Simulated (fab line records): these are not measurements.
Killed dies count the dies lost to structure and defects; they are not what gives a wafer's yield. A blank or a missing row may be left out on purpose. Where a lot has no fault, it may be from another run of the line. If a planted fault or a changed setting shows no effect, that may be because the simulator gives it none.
fab line records | flow sky130
[record] lots = 6 | wafers = 18 | last_day = 50
route steps=708 shown LOCAL_INTERCONNECT@402 CONTACT@406 PAD_OPEN@708
lots that met no fault: from a run of the same line without faults
start_h: start of the lot's first displayed wafer, in hours after the record's first day | wait_h: hours since the lot's step before | " the same as in the row above | L1.1+2: a single row standing in for several wafers | - no value, or no start was given | * or withheld: withheld | < > ~ a bound
route shown NAME@n: NAME is a module with steps in the file, n the number in the route of the first one | usual: mean and standard deviation over wafers with no fault | same: alike in all rows | chamber/n: place in a boat | sites: the reading at each site | _std_site: the standard deviation of these | _edge_site: inner sites' mean taken away from outer sites' mean | radius_mm: how far each site lies from the wafer's centre | mask NAME#n: copy n | behind: the tool/chamber that last shaped the wafer | hold: what put the lot on hold/how long, in hours/how the hold closed | device: transistor that didn't switch, given as n, p or np | end of line: the same wafers' tests at the end of the route | a step with no rows: only its recipe | killed: not the wafer's yield, but the dies lost to structure and defects at the first sort | map: dies across one wafer; x = killed, . = not, _ = none there
set.NAME: the run value of the setting; set.NAME@STEP: its run value at that earlier step | model.NAME: the simulator's own value behind a step, which no gauge read
a table for each step, a row for each wafer; lots at some steps of the route
services: the hour from which a tool's chamber was out of use, counted from the record's first day as start_h (under 0 if before that day), plus the number of hours and why
[[steps]]
[step SKY_LOCAL_INTERCONNECT_STRIP_15]
[recipe] chemistry = O2/N2 | power_w = 1400 | pressure_mtorr = 1500 | platen_temp_c = withheld | o2_flow_sccm = 3000 | n2_flow_sccm = 300 | overash_fraction = 0.5
[usual] drypump_motor_current_A = 5.6/0.33 | o2_flow_sccm = 2999/9.1 | oes_product_au = 0.428/0.0045 | strip_time_to_endpoint_s = 4.750/0.03
lot.wafer | tool            | chamber | start_h | wait_h | drypump_motor_current_A | o2_flow_sccm | oes_product_au | rf_hours_counter_h | strip_time_to_endpoint_s
L627.2    | plasma_asher-02 | 1       | 768.29  | 0.0    | 5.4                     | 2993         | 0.434          | 93                 | 4.804
L627.5    | "               | 0       | "       | "      | 5.8                     | 3017         | 0.429          | -                  | 4.810
L627.6    | "               | 1       | "       | "      | 5.4                     | 2999         | 0.425          | -                  | 4.766
L628.1    | plasma_asher-01 | 0       | 786.25  | 0.0    | 5.2                     | 3004         | 0.434          | 35                 | 4.769
L628.3    | "               | 1       | "       | "      | 5.2                     | 3015         | 0.430          | -                  | 4.768
L628.6    | "               | 0       | "       | "      | 5.2                     | 3015         | 0.430          | -                  | 4.721
L633.2    | plasma_asher-04 | 0       | 820.43  | 0.0    | 6.0                     | 2990         | 0.432          | 7                  | 4.785
L633.3    | "               | 1       | "       | "      | 6.0                     | 2997         | 0.431          | -                  | 4.719
L633.6    | "               | 1       | "       | "      | 6.0                     | 3011         | 0.431          | -                  | 4.774
L635.1    | plasma_asher-02 | 1       | 828.69  | 0.0    | 5.4                     | 3003         | 0.426          | 99                 | 4.724
L635.4    | "               | 0       | "       | "      | 5.9                     | 2992         | 0.432          | -                  | 4.700
L635.6    | "               | 0       | "       | "      | 5.9                     | 2996         | 0.428          | -                  | 4.767
L640.3    | plasma_asher-04 | 0       | 862.90  | 0.1    | 6.0                     | 3009         | 0.422          | -                  | 4.774
L640.4    | "               | 1       | "       | "      | 6.0                     | 2997         | 0.428          | -                  | 4.795
L640.5    | "               | 1       | "       | "      | 6.0                     | 2998         | 0.434          | -                  | 4.784
L642.2    | plasma_asher-01 | 0       | 895.04  | 0.0    | 5.2                     | 2999         | 0.425          | 45                 | 4.741
L642.4    | "               | 1       | "       | "      | 5.2                     | 2992         | 0.425          | -                  | 4.826
L642.6    | "               | 0       | "       | "      | 5.3                     | 3002         | 0.431          | -                  | 4.799
[step SKY_LOCAL_INTERCONNECT_STRIP_16]
[recipe] chemistry = post_etch_residue_remover | time_s = 1200 | temp_c = 72.5
[step SKY_LOCAL_INTERCONNECT_CLEAN_17]
[recipe] chemistry = IPA | time_s = 180 | temp_c = 25
[step SKY_LOCAL_INTERCONNECT_CLEAN_18]
[recipe] chemistry = O3/DIW | dry = n2_spin
[step SKY_CONTACT_CVD_00]
[recipe] material = Si3N4 | target_thk_nm = 75 | temp_c = 400 | time_s = withheld | rf_w = 450
[usual] heater_power_w = 720/100
lot.wafer | tool     | chamber | start_h | wait_h | heater_power_w
L627.2    | pecvd-02 | 1       | 768.88  | 0.0    | 840
L627.5    | "        | 0       | "       | "      | 733
L627.6    | "        | 1       | "       | "      | 853
L628.1    | pecvd-03 | 0       | 786.89  | 0.0    | 707
L628.3    | "        | 1       | "       | "      | 625
L628.6    | "        | 2       | "       | "      | 674
L633.2    | pecvd-02 | 1       | 821.03  | 0.0    | 844
L633.3    | "        | 0       | "       | "      | 746
L633.6    | "        | 1       | "       | "      | 847
L635.1    | pecvd-02 | 0       | 829.28  | 0.0    | 763
L635.4    | "        | 0       | "       | "      | 756
L635.6    | "        | 2       | "       | "      | 641
L640.3    | pecvd-04 | 1       | 863.51  | 0.0    | 891
L640.4    | "        | 0       | "       | "      | 751
L640.5    | "        | 2       | "       | "      | 569
L642.2    | pecvd-04 | 1       | 895.63  | 0.0    | 890
L642.4    | "        | 2       | "       | "      | 631
L642.6    | "        | 1       | "       | "      | 890
[step SKY_CONTACT_THK_MEAS_01]
[recipe] reads = Si3N4_of_CONTACT_CVD_00
[usual] CONTACT_CVD_00_THK = 75.0/1.4
lot.wafer | tool          | chamber | start_h | wait_h | CONTACT_CVD_00_THK[nm]
L627.2    | film_metro-02 | -       | 768.93  | -      | 75.9
L627.5    | "             | -       | "       | "      | 76.0
L627.6    | "             | -       | "       | "      | 77.2
L628.1    | film_metro-01 | -       | 786.93  | -      | 74.4
L628.3    | "             | -       | "       | "      | 75.0
L628.6    | "             | -       | "       | "      | 78.0
L633.2    | film_metro-03 | -       | 821.07  | -      | 76.1
L633.3    | "             | -       | "       | "      | 75.2
L633.6    | "             | -       | "       | "      | 77.4
L635.1    | film_metro-03 | -       | 829.32  | -      | 72.0
L635.4    | "             | -       | "       | "      | 73.5
L635.6    | "             | -       | "       | "      | 73.6
L640.3    | film_metro-03 | -       | 863.56  | -      | 75.6
L640.4    | "             | -       | "       | "      | 76.0
L640.5    | "             | -       | "       | "      | 76.4
L642.2    | film_metro-03 | -       | 895.68  | -      | 76.1
L642.4    | "             | -       | "       | "      | 76.3
L642.6    | "             | -       | "       | "      | 76.8
[step SKY_CONTACT_HDPCVD_02]
[recipe] material = SiO2 | target_thk_nm = 565 | sigma_open_frac = 0.3 | time_s = 94.2 | temp_c = 600 | sih4_flow_sccm = 60 | pressure_mtorr = 6
[step SKY_CONTACT_THK_MEAS_03]
[recipe] reads = SiO2_of_CONTACT_HDPCVD_02
[usual] CONTACT_HDPCVD_THK = 565/6.9
lot.wafer | tool          | chamber | start_h | wait_h | CONTACT_HDPCVD_THK[nm]
L627.2    | film_metro-02 | -       | 769.05  | 0.0    | 554
L627.5    | "             | -       | "       | "      | 552
L627.6    | "             | -       | "       | "      | 552
L628.1    | film_metro-02 | -       | 787.05  | 0.0    | 546
L628.3    | "             | -       | "       | "      | 551
L628.6    | "             | -       | "       | "      | 551
L633.2    | film_metro-02 | -       | 821.20  | 0.0    | 569
L633.3    | "             | -       | "       | "      | 560
L633.6    | "             | -       | "       | "      | 564
L635.1    | film_metro-02 | -       | 829.44  | 0.0    | 563
L635.4    | "             | -       | "       | "      | 560
L635.6    | "             | -       | "       | "      | 559
L640.3    | film_metro-02 | -       | 863.69  | 0.1    | 576
L640.4    | "             | -       | "       | "      | 571
L640.5    | "             | -       | "       | "      | 571
L642.2    | film_metro-01 | -       | 895.81  | 0.0    | 566
L642.4    | "             | -       | "       | "      | 567
L642.6    | "             | -       | "       | "      | 567
[step SKY_CONTACT_CMP_04]
[recipe] material = SiO2 | down_force_psi = 4 | platen_rpm = 60 | pad_velocity_m_s = 0.94248
[usual] motor_current_A = 11.7/1.3 | retaining_ring_pressure_frac = 1.001/0.0041 | time_to_endpoint_s = 81/5.6
lot.wafer | tool   | chamber | start_h | wait_h | motor_current_A | retaining_ring_pressure_frac | time_to_endpoint_s
L627.2    | cmp-01 | 3       | 769.10  | 0.0    | 12.6            | 1.005                        | 75
L627.6    | "      | 3       | "       | "      | 12.9            | 1.004                        | 76
L627.5    | "      | 0       | "       | "      | 10.1            | 0.996                        | 75
L628.1    | cmp-01 | 2       | 787.11  | 0.1    | 13.4            | 1.005                        | 77
L628.3    | "      | 0       | "       | "      | 10.3            | 1.002                        | 76
L628.6    | "      | 3       | "       | "      | 11.9            | 0.995                        | 77
L633.2    | cmp-01 | 2       | 821.25  | 0.0    | 13.6            | 0.995                        | 82
L633.3    | "      | 0       | "       | "      | 10.4            | 0.999                        | 73
L633.6    | "      | 3       | "       | "      | 12.8            | 1.008                        | 76
L635.1    | cmp-02 | 1       | 829.50  | 0.1    | 11.7            | 1.001                        | 75
L635.4    | "      | 0       | "       | "      | 13.2            | 0.999                        | 69
L635.6    | "      | 2       | "       | "      | 10.8            | 1.002                        | 78
L640.3    | cmp-02 | 3       | 863.73  | 0.0    | 9.8             | 0.998                        | 92
L640.4    | "      | 1       | "       | "      | 11.1            | 0.995                        | 84
L640.5    | "      | 3       | "       | "      | 10.2            | 1.001                        | 88
L642.2    | cmp-01 | 1       | 895.96  | 0.1    | 11.4            | 0.997                        | 81
L642.4    | "      | 2       | "       | "      | 13.2            | 1.005                        | 87
L642.6    | "      | 3       | "       | "      | 12.1            | 0.999                        | 84
[step SKY_CONTACT_BOW_MEAS_05]
[recipe] mode = bow
[usual] CONTACT_BOW = 83/6.6
lot.wafer | tool          | chamber | start_h | wait_h | CONTACT_BOW[um]
L627.2    | film_metro-02 | -       | 769.42  | 0.3    | 84
L627.5    | "             | -       | "       | "      | 89
L627.6    | "             | -       | "       | "      | 80
L628.1    | film_metro-03 | -       | 787.41  | 0.2    | 79
L628.3    | "             | -       | "       | "      | 97
L628.6    | "             | -       | "       | "      | 95
L633.2    | film_metro-01 | -       | 821.57  | 0.3    | 83
L633.3    | "             | -       | "       | "      | 83
L633.6    | "             | -       | "       | "      | 85
L635.1    | film_metro-01 | -       | 829.80  | 0.2    | 79
L635.4    | "             | -       | "       | "      | 72
L635.6    | "             | -       | "       | "      | 82
L640.3    | film_metro-01 | -       | 864.07  | 0.3    | 72
L640.4    | "             | -       | "       | "      | 81
L640.5    | "             | -       | "       | "      | 79
L642.2    | film_metro-02 | -       | 896.18  | 0.2    | 93
L642.4    | "             | -       | "       | "      | 77
L642.6    | "             | -       | "       | "      | 85
[step SKY_CONTACT_DEHYDRATE_06]
[recipe] temp_c = 200 | time_s = 60
[step SKY_CONTACT_HMDS_07]
[recipe] prime_time_s = 60 | prime_temp_c = 120
[step SKY_CONTACT_COAT_08]
[recipe] resist = BARC | temp_c = withheld | time_s = withheld | spin_rpm = 3000 | resist_thk_nm = 60
[usual] dispense_pressure_kPa = 48.2/2.3 | spin_speed_rpm = 2999.6/2.3
lot.wafer | tool           | chamber | start_h | wait_h | dispense_pressure_kPa | spin_speed_rpm
L627.2    | litho_track-03 | 0       | 782.69  | 0.1    | 47.5                  | 3000.6
L627.5    | "              | 0       | "       | "      | 47.4                  | 3000.1
L627.6    | "              | 0       | "       | "      | 47.5                  | 3000.6
L628.1    | litho_track-01 | 0       | 799.92  | 0.1    | 46.0                  | 3002.4
L628.3    | "              | 0       | "       | "      | 46.0                  | 3000.7
L628.6    | "              | 0       | "       | "      | 46.0                  | 3000.9
L633.2    | litho_track-01 | 0       | 834.35  | 0.1    | 46.0                  | 2517.3
L633.3    | "              | 0       | "       | "      | 45.9                  | 2518.8
L633.6    | "              | 0       | "       | "      | 46.0                  | 2517.9
L635.1    | litho_track-01 | 0       | 842.67  | 0.1    | 46.0                  | 2518.3
L635.4    | "              | 0       | "       | "      | 46.0                  | 2515.7
L635.6    | "              | 0       | "       | "      | 46.0                  | 2522.8
L640.3    | litho_track-02 | 0       | 877.02  | 0.1    | 51.6                  | 3000.3
L640.4    | "              | 0       | "       | "      | 51.6                  | 2997.2
L640.5    | "              | 0       | "       | "      | 51.7                  | 2999.8
L642.2    | litho_track-03 | 0       | 908.54  | 0.1    | 47.5                  | 2997.0
L642.4    | "              | 0       | "       | "      | 47.5                  | 2996.4
L642.6    | "              | 0       | "       | "      | 47.5                  | 3003.5
[step SKY_CONTACT_COAT_09]
[recipe] resist = KrF-thick | spin_rpm = 3000 | resist_thk_nm = 450
[step SKY_CONTACT_SOFTBAKE_10]
[recipe] temp_c = 101.2 | time_s = 90 | resist = KrF-thick
[step SKY_CONTACT_EXPOSE_11]
[recipe] mask_id = CTM1 | na = 0.8 | source_shape = annular | sigma_inner = 0.55 | sigma_outer = 0.85 | target_cd_nm = 170 | dose_mj = 38
[step SKY_CONTACT_PEB_12]
[recipe] peb_temp_c = withheld | peb_time_s = withheld | resist = KrF-thick
[step SKY_CONTACT_DEVELOP_13]
[recipe] develop_time_s = 60 | resist = KrF-thick | dev_temp_c = 21
[step SKY_CONTACT_CD_MEAS_14]
[recipe] target_cd_nm = 170
[usual] cd_nm = 169.3/1.6
lot.wafer | tool      | chamber | start_h | wait_h | cd_nm
L627.2    | cd_sem-02 | -       | 796.34  | -      | 170.0
L627.5    | "         | -       | "       | "      | 170.9
L627.6    | "         | -       | "       | "      | 169.4
L628.1    | cd_sem-01 | -       | 814.01  | -      | 167.2
L628.3    | "         | -       | "       | "      | 168.1
L628.6    | "         | -       | "       | "      | 166.7
L633.2    | cd_sem-01 | -       | 847.70  | -      | 168.6
L633.3    | "         | -       | "       | "      | 167.4
L633.6    | "         | -       | "       | "      | 168.2
L635.1    | cd_sem-01 | -       | 856.07  | -      | 169.5
L635.4    | "         | -       | "       | "      | 169.0
L635.6    | "         | -       | "       | "      | 170.8
L640.3    | cd_sem-02 | -       | 890.21  | -      | 169.5
L640.4    | "         | -       | "       | "      | 169.1
L640.5    | "         | -       | "       | "      | 169.6
L642.2    | cd_sem-02 | -       | 921.14  | -      | 170.4
L642.4    | "         | -       | "       | "      | 171.2
L642.6    | "         | -       | "       | "      | 171.0
[step SKY_CONTACT_OVL_MEAS_15]
[usual] CONTACT_OVL = 1/6.1
lot.wafer | tool       | chamber | start_h | wait_h | CONTACT_OVL[nm]
L627.2    | overlay-02 | -       | 796.45  | 0.1    | 3
L627.5    | "          | -       | "       | "      | 5
L627.6    | "          | -       | "       | "      | 7
L628.1    | overlay-02 | -       | 814.13  | 0.1    | -12
L628.3    | "          | -       | "       | "      | -10
L628.6    | "          | -       | "       | "      | -11
L633.2    | overlay-01 | -       | 847.81  | 0.1    | 2
L633.3    | "          | -       | "       | "      | 8
L633.6    | "          | -       | "       | "      | 12
L635.1    | overlay-01 | -       | 856.19  | 0.1    | 0
L635.4    | "          | -       | "       | "      | 7
L635.6    | "          | -       | "       | "      | -3
L640.3    | overlay-01 | -       | 890.30  | 0.1    | 0
L640.4    | "          | -       | "       | "      | 1
L640.5    | "          | -       | "       | "      | 5
L642.2    | overlay-01 | -       | 921.25  | 0.1    | 4
L642.4    | "          | -       | "       | "      | 6
L642.6    | "          | -       | "       | "      | 5
[step SKY_CONTACT_ETCH_16]
[recipe] chemistry = N2/H2 | target = BARC | ion_energy_ev = 200 | source_w = 500 | bias_w = 100 | pressure_mtorr = 30 | n2_flow_sccm = 100 | h2_flow_sccm = 200 | stop_on = SiO2 | time_s = 45.9 | target_depth_a = 600
[usual] drypump_motor_current_A = 5.7/0.53 | oes_product_au = 0.855/0.0051 | throttle_valve_pct = 13.224/0.009
[same] time_s = 45.9
lot.wafer | tool        | chamber | start_h | wait_h | drypump_motor_current_A | oes_product_au | rf_hours_counter_h | throttle_valve_pct | model.etch.depth_nm
L627.2    | rie_diel-02 | 0       | 796.48  | 0.0    | 5.2                     | 0.863          | 12                 | 13.225             | 59.99
L627.5    | "           | 2       | "       | "      | 5.3                     | 0.853          | -                  | 13.227             | 59.98
L627.6    | "           | 1       | "       | "      | 5.9                     | 0.855          | -                  | 13.220             | 59.76
L628.1    | rie_diel-02 | 3       | 814.17  | 0.0    | 6.4                     | 0.853          | 4                  | 13.229             | 60.13
L628.3    | "           | 2       | "       | "      | 5.2                     | 0.845          | 6                  | 13.229             | 59.84
L628.6    | "           | 3       | "       | "      | 6.4                     | 0.861          | -                  | 13.216             | 60.29
L633.2    | rie_diel-02 | 1       | 847.84  | 0.0    | 6.0                     | 0.897          | 11                 | 13.234             | 65.78
L633.3    | "           | 2       | "       | "      | 5.2                     | 0.904          | 6                  | 13.225             | 65.8
L633.6    | "           | 0       | "       | "      | 5.2                     | 0.903          | -                  | 13.223             | 65.75
L635.1    | rie_diel-02 | 0       | 856.23  | 0.0    | 5.2                     | 0.907          | 14                 | 13.228             | 65.98
L635.4    | "           | 2       | "       | "      | 5.2                     | 0.903          | 7                  | 13.246             | 65.96
L635.6    | "           | 2       | "       | "      | 5.2                     | 0.910          | -                  | 13.234             | 65.92
L640.3    | rie_diel-02 | 0       | 890.33  | 0.0    | 5.2                     | 0.852          | 15                 | 13.224             | 59.99
L640.4    | "           | 1       | "       | "      | 6.0                     | 0.854          | 13                 | 13.220             | 60.2
L640.5    | "           | 1       | "       | "      | 6.0                     | 0.855          | -                  | 13.229             | 60.09
L642.2    | rie_diel-02 | 0       | 921.28  | 0.0    | 5.2                     | 0.856          | 16                 | 13.213             | 60.17
L642.4    | "           | 2       | "       | "      | 5.2                     | 0.851          | 9                  | 13.214             | 60.14
L642.6    | "           | 1       | "       | "      | 5.9                     | 0.846          | -                  | 13.233             | 60.31
[step SKY_CONTACT_ETCH_17]
[recipe] target = SiO2 | chemistry = C4F8/O2/Ar | stop_on = Si3N4 | mask_material = KrF-thick | source_w = 1500 | bias_w = 1200 | pressure_mtorr = 40 | c4f8_flow_sccm = withheld | O2_flow_sccm = 6 | Ar_flow_sccm = 300 | time_s = withheld | target_depth_a = 3400
[usual] oes_product_au = 0.890/0.0053
lot.wafer | tool        | chamber | start_h | wait_h | oes_product_au
L627.2    | rie_diel-02 | 0       | 796.52  | 0.0    | 0.889
L627.5    | "           | 2       | "       | "      | 0.884
L627.6    | "           | 1       | "       | "      | 0.893
L628.1    | rie_diel-02 | 3       | 814.21  | 0.0    | 0.887
L628.3    | "           | 2       | "       | "      | 0.888
L628.6    | "           | 3       | "       | "      | 0.886
L633.2    | rie_diel-02 | 1       | 847.88  | 0.0    | 0.903
L633.3    | "           | 2       | "       | "      | 0.890
L633.6    | "           | 0       | "       | "      | 0.895
L635.1    | rie_diel-02 | 0       | 856.27  | 0.0    | 0.895
L635.4    | "           | 2       | "       | "      | 0.890
L635.6    | "           | 2       | "       | "      | 0.893
L640.3    | rie_diel-02 | 0       | 890.37  | 0.0    | 0.891
L640.4    | "           | 1       | "       | "      | 0.898
L640.5    | "           | 1       | "       | "      | 0.889
L642.2    | rie_diel-02 | 0       | 921.32  | 0.0    | 0.896
L642.4    | "           | 2       | "       | "      | 0.897
L642.6    | "           | 1       | "       | "      | 0.890
[step SKY_PAD_OPEN_PROBE_99]
[usual] killed_at_M0_to_M3 = 42/6.9 | killed_at_M4_up = 3.2/1.7 | killed_at_contacts = 25/5.1 | killed_at_front_end = 15/4.5 | killed_at_other = 0.4/0.63 | killed_dies = 86/9.3 | killed_open = 46/7 | killed_short = 39/6.9
[same] gross_dies = 492 | killed_at_back_side = 0
lot.wafer | tool      | chamber | start_h | wait_h | killed_at_M0_to_M3 | killed_at_M4_up | killed_at_contacts | killed_at_front_end | killed_at_other | killed_dies | killed_open | killed_short
L633.2    | prober-01 | -       | 1161.58 | 0.1    | 35                 | 2               | 24                 | 24                  | 0               | 85          | 42          | 43
L633.3    | prober-01 | -       | 1161.63 | 0.2    | 36                 | 4               | 27                 | 20                  | 0               | 87          | 43          | 44
L633.6    | prober-01 | -       | 1161.78 | 0.2    | 35                 | 2               | 23                 | 9                   | 1               | 70          | 34          | 36
L635.1    | prober-01 | -       | 1168.16 | 0.1    | 39                 | 1               | 30                 | 19                  | 0               | 89          | 47          | 42
L635.4    | prober-01 | -       | 1168.31 | 0.2    | 41                 | 1               | 27                 | 13                  | 0               | 82          | 50          | 31
L635.6    | prober-01 | -       | 1168.41 | 0.2    | 32                 | 1               | 23                 | 29                  | 0               | 85          | 50          | 35
L640.3    | prober-02 | -       | 1189.28 | 0.2    | 46                 | 3               | 22                 | 18                  | 1               | 90          | 51          | 39
// killed by level:class
L633.2 VIA1:geometric_particle:short=8 FIELD_ISO:geometric_particle:short=7 CONTACT:geometric_particle:open=7 VIA1:geometric_particle:open=7 FIELD_ISO:geometric_particle:open=6 LI_CONTACT:geometric_particle:short=5 METAL1:geometric_particle:short=5 VIA3:geometric_particle:open=5
L633.3 CONTACT:geometric_particle:open=17 VIA1:geometric_particle:short=7 METAL2:geometric_particle:short=7 FIELD_ISO:geometric_particle:short=6 VIA1:geometric_particle:open=6 CONTACT:geometric_particle:short=5 POLY_GATE:geometric_particle:open=4 LI_CONTACT:geometric_particle:open=4
L633.6 CONTACT:geometric_particle:open=10 VIA2:geometric_particle:open=8 LI_CONTACT:geometric_particle:open=6 VIA1:geometric_particle:short=6 CONTACT:geometric_particle:short=5 METAL2:geometric_particle:short=5 VIA2:geometric_particle:short=5 METAL3:geometric_particle:short=4
L635.1 CONTACT:geometric_particle:open=15 FIELD_ISO:geometric_particle:short=10 LI_CONTACT:geometric_particle:open=6 VIA1:geometric_particle:short=6 VIA1:geometric_particle:open=6 VIA2:geometric_particle:open=6 METAL3:geometric_particle:short=5 VIA3:geometric_particle:short=5
L635.4 CONTACT:geometric_particle:open=13 VIA1:geometric_particle:open=10 VIA2:geometric_particle:open=8 LI_CONTACT:geometric_particle:open=7 FIELD_ISO:geometric_particle:short=5 VIA1:geometric_particle:short=5 FIELD_ISO:geometric_particle:open=4 VIA3:geometric_particle:short=4
L635.6 FIELD_ISO:geometric_particle:open=11 VIA2:geometric_particle:open=10 VIA1:geometric_particle:open=9 POLY_GATE:geometric_particle:short=7 LI_CONTACT:geometric_particle:open=7 CONTACT:geometric_particle:open=6 POLY_GATE:geometric_particle:open=5 CONTACT:geometric_particle:short=5
L640.3 VIA1:geometric_particle:open=15 VIA2:geometric_particle:open=8 CONTACT:geometric_particle:open=7 FIELD_ISO:geometric_particle:short=6 LI_CONTACT:geometric_particle:open=6 VIA1:geometric_particle:short=6 LOCAL_INTERCONNECT:geometric_particle:short=5 POLY_GATE:geometric_particle:short=4
[[services]]
tool            | chamber | start_h | hours | kind
cmp-02          | -       | 748.00  | -     | consumable_replace:conditioner
cmp-02          | -       | 748.00  | -     | consumable_replace:pad
plasma_asher-04 | -       | 750.26  | 10.0  | pm
cmp-01          | -       | 754.60  | 0.4   | repair
cmp-01          | -       | 761.44  | 1.8   | repair
cmp-01          | -       | 766.44  | 0.6   | repair
pecvd-02        | 1       | 775.08  | 12.6  | repair
pecvd-02        | -       | 777.54  | 10.3  | repair
rie_diel-02     | -       | 787.82  | 2.8   | pm
plasma_asher-04 | -       | 797.02  | 2.8   | pm
plasma_asher-02 | -       | 812.74  | 3.3   | repair
pecvd-02        | -       | 816.89  | 1.2   | repair
pecvd-03        | 2       | 830.63  | 8.6   | repair
pecvd-02        | -       | 831.91  | 0.8   | repair
cmp-02          | -       | 854.05  | 4.4   | pm
litho_track-03  | -       | 866.31  | -     | consumable_replace:filter
rie_diel-02     | 1       | 869.65  | 4.2   | repair
pecvd-03        | -       | 880.41  | 2.8   | pm
pecvd-03        | 2       | 883.75  | 1.8   | repair
plasma_asher-01 | -       | 885.80  | 7.4   | repair
pecvd-02        | 1       | 903.95  | 5.5   | scheduled_down
cmp-01          | -       | 912.00  | 4.0   | pm
cmp-01          | -       | 916.00  | -     | consumable_replace:conditioner
cmp-01          | -       | 916.00  | -     | consumable_replace:pad
[[key]]
[first_sign] step = SKY_CONTACT_COAT_08 | reading = spin_speed_rpm | direction = down | sigmas = 99+ | usual = 2999.6 | struck = 2518.4
[effect] step = SKY_CONTACT_ETCH_16 | reading = oes_product_au | direction = up | sigmas = 9.5 | usual = 0.855 | struck = 0.904
[model_effect] step = SKY_CONTACT_ETCH_16 | value = etch.depth_nm | without = 60.34 | struck = 65.87
met_at SKY_CONTACT_COAT_08
struck_wafers L633.2,L633.3,L633.6,L635.1,L635.4,L635.6
tester_left_out L633,L635
onset_between 799.92 834.35
[fault] kind = process_parameter_drift | tool = litho_track-01 | chamber = - | onset_h = 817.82 | steps = SKY_CONTACT_COAT_08 | channel = spin_rpm | offset = -482.14 | shape = step | end_h = 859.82 | acts_in = these_recipes_only | stated = 3000
// tester_left_out: of these lots the tester's yield and bins aren't shown, on N5 and GAA mostly nor the transistor test; their killed dies are dies lost to structure and defects alone, not to doping, threshold or leakage, so they don't give the yield
